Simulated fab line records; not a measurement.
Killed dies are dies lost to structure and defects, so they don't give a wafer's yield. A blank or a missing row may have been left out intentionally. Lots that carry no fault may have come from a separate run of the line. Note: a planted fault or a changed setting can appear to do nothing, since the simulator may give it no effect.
A lot that was struck, set against a sound lot + flow sfq line + 42 steps out of a route of 325
Sound: these wafers, L267.1, L267.5, L267.6. Wafers L257.1, L257.4, L257.6 were the ones struck. At the end, the cause is stated.
At each step with rows: each side's tool, then ch and its chambers, then its first start. Under that, the readings that differ: sound wafers + struck wafers + difference of the means + sigmas: that difference in standard deviations of wafers without a fault.
alike: readings with means less than 2 such deviations apart, plus words and numbers identical on both sides. not compared: withheld readings, readings lacking a value on some wafer, bounds such as >300 that could conceal the same value, and numbers that have no deviation in the record and whose values overlap.
A row with sigmas, a row that says differs or no value, or rows on one side alone: a step with any of these is where the two part. When numbers do not overlap yet have no deviation, they are printed without sigmas and do not part them. A reading that every wafer of one side lacks parts them only if that side has two wafers or more.

first, 2 steps without rows for these wafers: SFQ_TRILAYER_R5_DEP_SPUTTER_133 (material MoNx, target thk 40 nm, time 66.7 s); SFQ_TRILAYER_R5_DEP_SPUTTER_134 (material Ti, target thk 5 nm, time 5 s).
SFQ_R5_RS_MEAS_933: a four-point-probe measurement.
  struck on film metro-01, day 60 00:47; sound on film metro-04, day 63 04:19
  alike: R5_MONX_RS
SFQ_R5_THK_MEAS_934: measures by xrf.
  struck on film metro-01, day 60 00:55; sound on film metro-04, day 63 04:26
  alike: R5_MONX_THK
then, 6 steps without rows for these wafers: SFQ_TRILAYER_R5_LITHO_COAT_141 (resist thk 62 nm); SFQ_TRILAYER_R5_LITHO_COAT_136 (resist thk 600 nm); SFQ_TRILAYER_R5_LITHO_SOFTBAKE_140; SFQ_TRILAYER_R5_LITHO_EXPOSE_137 (exposes mask R5, target cd 500 nm); SFQ_TRILAYER_R5_LITHO_PEB_139 (peb time 60 s); SFQ_TRILAYER_R5_LITHO_DEVELOP_138 (time 60 s).
-- the record jumps here: 5 days lie between the struck wafers' starts before and after --
SFQ_R5_OVL_MEAS_935:
  struck on overlay-02, day 65 04:45; sound on overlay-01, day 68 04:35
  alike: R5_OVL
SFQ_TRILAYER_R5_BARC_OPEN_METAL_ETCH_177: etches BARC in O2, target depth 125 nm, time 41.7 s.
  sound on rie metal-04 ch 0,1, day 68 04:37; struck on rie metal-02 ch 0, day 65 04:47
  alike: drypump motor current A, oes product au, rf fwd power W
  not compared: rf hours counter h
SFQ_TRILAYER_R5_ETCH_METAL_ETCH_139: etches the open film in Cl2, stops on SiO2, target depth 60 nm, time 40 s.
  sound on rie metal-04 ch 0,1, day 68 04:41; struck on rie metal-02 ch 0, day 65 04:51
| reading                                             | sound             | struck            | difference | sigmas |
|-----------------------------------------------------|-------------------|-------------------|------------|--------|
| oes product au (a.u.)                               | 0.994 0.990 0.998 | 0.918 0.926 0.921 | -0.072     | -10    |
| rf fwd power W (W)                                  | 594.6 594.4 595.1 | 498.2 501.8 497.8 | -95.4      | -38    |
| model.etch.depth nm (nm)                            | 60 60 60          | 52.2 52.8 52.1    | -7.6       |        |
| model.R5.feature depth nm (nm)                      | 60 60 60          | 52.2 52.8 52.1    | -7.6       |        |
| model.KrF_of_TRILAYER_R5_LITHO_COAT_136.thk nm (nm) | 495.4 494.7 494.8 | 500.8 499.6 500.2 | +5.2       |        |
  alike: drypump motor current A
  not compared: rf hours counter h
then, 2 steps without rows for these wafers: SFQ_TRILAYER_R5_STRIP_STRIP_140 (strips in O2); SFQ_TRILAYER_R5_STRIP_SOLV_CLEAN_141 (cleans in NMP, time 600 s).
SFQ_TRILAYER_A5C_DEP_PECVD_142: deposits SiO2 from SiH4/N2O, time 15.556 s, target thk 70 nm.
  sound on pecvd-03 ch 0,1,2, day 68 05:31; struck on pecvd-03 ch 1,2, day 65 05:41
  alike: chamber pressure Torr, heater power w, throttle valve pct
then, 6 steps without rows for these wafers: SFQ_TRILAYER_I5_LITHO_COAT_149 (resist thk 62 nm); SFQ_TRILAYER_I5_LITHO_COAT_144 (resist thk 650 nm); SFQ_TRILAYER_I5_LITHO_SOFTBAKE_148; SFQ_TRILAYER_I5_LITHO_EXPOSE_145 (exposes mask I5, target cd 700 nm); SFQ_TRILAYER_I5_LITHO_PEB_147 (peb time 60 s); SFQ_TRILAYER_I5_LITHO_DEVELOP_146 (time 60 s).
SFQ_I5_OVL_MEAS_936:
  struck on overlay-02, day 65 09:51; sound on overlay-01, day 68 08:06
  alike: I5_OVL
then, 1 step without rows for these wafers: SFQ_TRILAYER_I5_BARC_OPEN_VIA_ETCH_200 (etches BARC in O2, target depth 125 nm, time 41.7 s).
SFQ_TRILAYER_I5_ETCH_VIA_ETCH_147: etches the open film in CHF3, stops on Nb, target depth 360 nm.
  sound on rie diel-02 ch 1,2, day 68 08:11; struck on rie diel-04 ch 0,2, day 65 09:55
  alike: drypump motor current A, oes product au, rf fwd power W
SFQ_TRILAYER_I5_STRIP_STRIP_148: strips in O2.
  sound on rie metal-03 ch 0,1, day 68 08:20; struck on rie metal-03 ch 0,1, day 65 10:04
  alike: drypump motor current A, oes product au
  not compared: rf hours counter h
then, 7 steps without rows for these wafers: SFQ_TRILAYER_I5_STRIP_SOLV_CLEAN_149 (cleans in NMP, time 600 s); SFQ_TRILAYER_C5_LITHO_COAT_156 (resist thk 62 nm); SFQ_TRILAYER_C5_LITHO_COAT_151 (resist thk 650 nm); SFQ_TRILAYER_C5_LITHO_SOFTBAKE_155; SFQ_TRILAYER_C5_LITHO_EXPOSE_152 (exposes mask C5, target cd 500 nm); SFQ_TRILAYER_C5_LITHO_PEB_154 (peb time 60 s); SFQ_TRILAYER_C5_LITHO_DEVELOP_153 (time 60 s).
-- the record jumps here: 5 days lie between the struck wafers' starts before and after --
SFQ_C5_OVL_MEAS_937:
  struck on overlay-02, day 70 02:17; sound on overlay-01, day 72 23:34
  alike: C5_OVL
then, 5 steps without rows for these wafers: SFQ_TRILAYER_C5_BARC_OPEN_VIA_ETCH_210 (etches BARC in O2, target depth 125 nm, time 41.7 s); SFQ_TRILAYER_C5_ETCH_VIA_ETCH_154 (etches SiO2 in CHF3, stops on Nb, target depth 84 nm); SFQ_TRILAYER_C5_STRIP_STRIP_155 (strips in O2); SFQ_TRILAYER_C5_STRIP_SOLV_CLEAN_156 (cleans in NMP, time 600 s); SFQ_TRILAYER_M6_DEP_PRE_CLEAN_158 (time 22.5 s).
SFQ_TRILAYER_M6_DEP_SPUTTER_157: material Nb, target thk 200 nm, time 133.3 s.
  struck on pvd sputter-06, day 70 03:23; sound on pvd sputter-04, day 73 00:29
  alike: base pressure pa, throttle valve pct
SFQ_M6_RS_MEAS_938: a four-point-probe measurement.
  struck on film metro-04, day 70 03:29; sound on film metro-01, day 73 00:35
  alike: M6_NB_RS
-- the record jumps here: 13 days lie between the struck wafers' starts before and after (it left off in module M6 and takes up again in module M8, whose first step shown is number 325 of the route) --
SFQ_M8_BOW_MEAS_951:
  struck on film metro-02, day 83 14:03; sound on film metro-02, day 91 14:32
| reading                       | sound    | struck | difference | sigmas |
|-------------------------------|----------|--------|------------|--------|
| model.etest.r5.comb log10 ohm | 12 12 12 | 0 0 0  | -12        |        |
  alike: M8_BOW

WHERE THEY PART
At SFQ_TRILAYER_R5_ETCH_METAL_ETCH_139 and nowhere else, as far as this record goes. Later steps at which nothing parts them and some readings are alike: SFQ_TRILAYER_A5C_DEP_PECVD_142, SFQ_I5_OVL_MEAS_936, SFQ_TRILAYER_I5_ETCH_VIA_ETCH_147, SFQ_TRILAYER_I5_STRIP_STRIP_148, SFQ_C5_OVL_MEAS_937, SFQ_TRILAYER_M6_DEP_SPUTTER_157, SFQ_M6_RS_MEAS_938, SFQ_M8_BOW_MEAS_951.

WHY: what had been put in by the simulator
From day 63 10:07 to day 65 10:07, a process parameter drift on rie metal-02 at SFQ_TRILAYER_R5_ETCH_METAL_ETCH_139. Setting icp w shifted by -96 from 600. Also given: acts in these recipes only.
